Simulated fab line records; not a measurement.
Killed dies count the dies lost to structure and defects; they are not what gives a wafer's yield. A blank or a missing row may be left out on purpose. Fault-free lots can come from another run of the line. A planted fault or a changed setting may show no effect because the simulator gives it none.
8D (eight disciplines) problem report, filled in by code    flow sky130    the parts of the form that need people (team, actions taken, sign-off) are left out

## 1. THE ISSUE
Wafers free of any fault read 0.283 ohm/sq (standard deviation 0.0063) for LI_CONTACT_W_RS at SKY_LI_CONTACT_RS_MEAS_22, against a mean of 0.470 ohm/sq on 2 wafers of 2 lots. Relative to the usual mean, that is a shift of +30 standard deviations.
The step: measures by four-point-probe.
Seen first at day 30 18:59 on film-metro-01, wafer L269.5. The record has a number at this step for 33 wafers belonging to 11 lots. The rule behind "out" and "out of limits": a value lying over 4 standard deviations away from the usual mean. Any other wafer with a number is counted as sound.

## 2. WHAT IT IS AND WHAT IT IS NOT
question                     is                            is not
which readings at this step  LI_CONTACT_W_RS               -
which lots                   L269, L270                    L268, L279, L280, L281, L282, L283, L285, L288, L289
which wafers of those lots   L269.5, L270.2                L269.4, L269.6, L270.3, L270.4
read on which gauges         film-metro-01, film-metro-02  film-metro-04
when                         from day 30 18:59             up to then (5 sound wafers); but 26 sound wafers of L270, L279, L280, L281, L282, L283, L285, L288, L289 came after

## 3. WHAT RULES OUT EACH SUSPECT
Counting: a tool at a process step up to the reading stays a suspect if it ran every lot that is out. Sound lots after the first of them don't rule it out here, since some wafers of a struck lot are sound.
- ruled out: the gauge at SKY_LI_CONTACT_RS_MEAS_22. Those wafers that are out were read across 2 gauges (film-metro-01, film-metro-02).
- rie-diel-04 at SKY_LI_CONTACT_ETCH_15 (etches PSG in C4F8/O2/Ar, stops on Si, target depth 600 nm): kept. It ran every lot that is out, first L269 (day 30 18:17).
- cvd-w-01 at SKY_LI_CONTACT_CVD_21 (deposits W, target thk 400 nm, time 120.56 s): kept. Every lot that is out went through it, the first being L269 (day 30 18:50); the last sound lot it ran before that was L268 (day 30 12:45).
Remaining after the count are rie-diel-04 at SKY_LI_CONTACT_ETCH_15 and cvd-w-01 at SKY_LI_CONTACT_CVD_21.

## 4. THE CAUSE (what the simulator had put in)
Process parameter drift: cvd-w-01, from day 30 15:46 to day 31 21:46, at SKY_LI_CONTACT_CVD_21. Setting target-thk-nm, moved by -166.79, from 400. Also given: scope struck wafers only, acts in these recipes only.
Counting leaves 2 suspects; this tool is one of them.

## 5. SEQUENCE OF EFFECTS, ordered by route
Rows list readings where the struck wafers' mean (over those with a number) sits beyond 3 standard deviations from the usual. Only readings whose record carries a usual standard deviation are examined. hours: median over the lots of the time between each lot's start at the first step of this table that gives one and its start at this step. sigmas: the change, counted in usual standard deviations.
hours  step                        reading             usual         on struck wafers  change  sigmas
0      SKY_LI_CONTACT_RS_MEAS_22   LI_CONTACT_W_RS     0.283 ohm/sq  0.470             +0.187  +30
0      SKY_LI_CONTACT_THK_MEAS_23  LI_CONTACT_W_THK    411 nm        248               -163    -14
0      SKY_LI_CONTACT_CMP_24       time-to-endpoint-s  97 s          58                -40     -10
It contains these process steps:
- SKY_LI_CONTACT_CMP_24: polishes, stops on PSG, t overpolish 20 s, target thk 0 nm.
Later measuring or inspecting steps at which every struck wafer that the step has a row for has a number for every such reading, and none has moved that far: SKY_LOCAL_INTERCONNECT_CD_MEAS_11.

## 6. HOW IT WOULD HAVE BEEN CAUGHT EARLIER
In this record the first reading out of limits at a measuring or inspecting step was taken at day 30 18:59, 3 hours after the fault began at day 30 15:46.
Of the tool readings at SKY_LI_CONTACT_CVD_21 for which the record gives a usual standard deviation, none was out on any struck wafer, so an alarm limit of 4 standard deviations on them would not have fired.
Among the 2 lots that are out, L270 began SKY_LI_CONTACT_CVD_21 on cvd-w-01 after day 30 18:59. A hold on the tool at that time would have spared it.
